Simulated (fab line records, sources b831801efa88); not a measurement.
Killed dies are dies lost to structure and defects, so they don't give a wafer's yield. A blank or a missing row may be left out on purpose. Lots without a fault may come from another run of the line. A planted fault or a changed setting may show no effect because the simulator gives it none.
Split-lot experiment | flow sky130 | 5 lots, 23 wafers read, on a route of 708 steps

THE SPLIT
At SKY_NWELL_OXIDATION_01 (stabilise 600 s, purge 300 s, target thk 10 nm), the setting temp_c was moved away from the recipe's 900 C on 5 of the 23 wafers read, by +1.9%. The other wafers ran this setting at the recipe's value.

The file shows no step between the split and the reading.

THE READING
NWELL_OXIDATION_THK, in nm, at SKY_NWELL_THK_MEAS_02. Fault-free wafers of this fab line usually give 9.94 nm, standard deviation 0.14 nm.

wafer  | tool, chamber at the split | temp_c as run, C | against the recipe | NWELL_OXIDATION_THK, nm | against lot-mates on the recipe
L074.1 | -, -                       | 900              | recipe             | 10.01                   | -
L074.2 | -, -                       | 900              | recipe             | 9.91                    | -
L074.3 | -, -                       | 900              | recipe             | 9.89                    | -
L074.4 | -, -                       | 900              | recipe             | 9.91                    | -
L074.5 | -, -                       | 900              | recipe             | 9.79                    | -
L076.1 | -, -                       | 900              | recipe             | 9.94                    | -
L076.2 | -, -                       | 900              | recipe             | 9.95                    | -
L076.3 | -, -                       | 900              | recipe             | 9.83                    | -
L076.5 | -, -                       | 900              | recipe             | 9.82                    | -
L076.6 | -, -                       | 900              | recipe             | 9.89                    | -
L079.1 | furnace-01, 0              | 900              | recipe             | 9.91                    | -
L079.3 | furnace-01, 0              | 900              | recipe             | 10.00                   | -
L079.5 | furnace-01, 0              | 900              | recipe             | 10.13                   | -
L082.1 | -, -                       | 917.1            | +1.9%              | 11.67                   | no lot-mate on the recipe
L082.2 | -, -                       | 917.1            | +1.9%              | 11.90                   | no lot-mate on the recipe
L082.4 | -, -                       | 917.1            | +1.9%              | 11.75                   | no lot-mate on the recipe
L082.5 | -, -                       | 917.1            | +1.9%              | 11.94                   | no lot-mate on the recipe
L082.6 | -, -                       | 917.1            | +1.9%              | 12.10                   | no lot-mate on the recipe
L084.1 | -, -                       | 900              | recipe             | 9.90                    | -
L084.2 | -, -                       | 900              | recipe             | 10.03                   | -
L084.4 | -, -                       | 900              | recipe             | 9.96                    | -
L084.5 | -, -                       | 900              | recipe             | 9.98                    | -
L084.6 | -, -                       | 900              | recipe             | 9.90                    | -

THE FIT
A straight line over all 23 wafers: NWELL_OXIDATION_THK changes by +1.02 nm for each +1% of temp_c; r = +0.99; the points scatter about the line by 0.1 nm.
Too few moved wafers have a lot-mate on the recipe to fit a line with each lot's own level taken away.

THE WHOLE CHAIN: every reading that the file lists as answering this split, in the file's order
step                   | what it does                                   | reading                                                                            | change (the file's fit)              | r (the file's)
SKY_NWELL_OXIDATION_01 | stabilise 600 s, purge 300 s, target thk 10 nm | SiO2_of_NWELL_OXIDATION_01.thk_nm (the simulator's own value, which no gauge read) | +1.02 nm for each +1% of the setting | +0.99
SKY_NWELL_THK_MEAS_02  |                                                | NWELL_OXIDATION_THK                                                                | +1.02 for each +1% of the setting    | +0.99

THE FILE'S OWN FIT
NWELL_OXIDATION_THK changes by +1.02 nm for each +1% of temp_c, r = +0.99.
